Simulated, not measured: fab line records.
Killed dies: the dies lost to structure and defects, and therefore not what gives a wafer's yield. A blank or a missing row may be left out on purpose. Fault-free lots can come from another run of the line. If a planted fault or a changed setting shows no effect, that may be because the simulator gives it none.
Which tool did it? + flow gf180mcu + Sampling: 7 lots, 21 wafers, 3 of 602 route steps

## WHAT EACH GAUGE READ, for each wafer
GF_M5_CD_MEAS_07 targets a cd of 280 nm.
| lot  | measured     | on        | cd nm (nm)        |
|------|--------------|-----------|-------------------|
| L174 | day 26 19:25 | cd sem-02 | 280.3 280.6 280.4 |
| L182 | day 29 07:12 | cd sem-01 | 277.7 277.9 278.3 |
| L186 | day 30 15:50 | cd sem-01 | 280.3 280.1 280.4 |
| L188 | day 31 01:38 | cd sem-02 | 280.1 279.0 279.4 |
| L192 | day 32 01:13 | cd sem-02 | 280.5 281.3 280.6 |
| L194 | day 32 13:58 | cd sem-02 | 282.4 280.2 279.9 |
| L196 | day 33 05:08 | cd sem-02 | 279.2 279.0 279.0 |

## TOOL THAT RAN EACH LOT (tool first, then ch and the chambers of the sampled wafers, then the start)
| lot  | GF_HV_LDD_ETCHBACK_58              | GF_MIM_STRIP_20                      |
|------|------------------------------------|--------------------------------------|
| L174 | rie diel-02 ch 1,2,3, day 12 20:55 | plasma asher-04 ch 0,1, day 25 21:50 |
| L182 | rie diel-02 ch 0,1,2, day 15 12:19 | plasma asher-02 ch 0,1, day 28 12:39 |
| L186 | rie diel-04 ch 0,1,2, day 17 03:50 | plasma asher-03 ch 0,1, day 29 21:07 |
| L188 | rie diel-03 ch 0,3, day 17 16:28   | plasma asher-04 ch 0,1, day 30 06:43 |
| L192 | rie diel-02 ch 0,1,3, day 19 03:07 | plasma asher-02 ch 0,1, day 31 07:06 |
| L194 | rie diel-04 ch 0,1,3, day 19 16:22 | plasma asher-04 ch 0,1, day 31 21:18 |
| L196 | rie diel-03 ch 0,2,3, day 20 12:52 | plasma asher-04 ch 0,1, day 32 12:40 |
- GF_HV_LDD_ETCHBACK_58: etches Si3N4 in CH3F/O2, stops on SiO2, time 100 s, target depth 90 nm.
- GF_MIM_STRIP_20: strips in O2/N2.

## THE ANSWER, worked out from the rows above alone
Rule: the usual values come from the lots themselves. Put in order of their means at a reading, lots are off if they are a third of the lots or fewer, leave a main group of 4 or more, and stand apart from it by a gap of 3 or more times the standard deviation of the main group's means; of several such gaps the widest counts. If all means in a main group match to the digits the tables above print for the reading, that group is not used. A lot without any number at a reading at which 4 lots or more have one is off too. All remaining lots with rows at the step are treated as sound.
None of the lots is off at any reading shown; this tells nothing.

## WHAT HAD BEEN PUT IN BY THE SIMULATOR
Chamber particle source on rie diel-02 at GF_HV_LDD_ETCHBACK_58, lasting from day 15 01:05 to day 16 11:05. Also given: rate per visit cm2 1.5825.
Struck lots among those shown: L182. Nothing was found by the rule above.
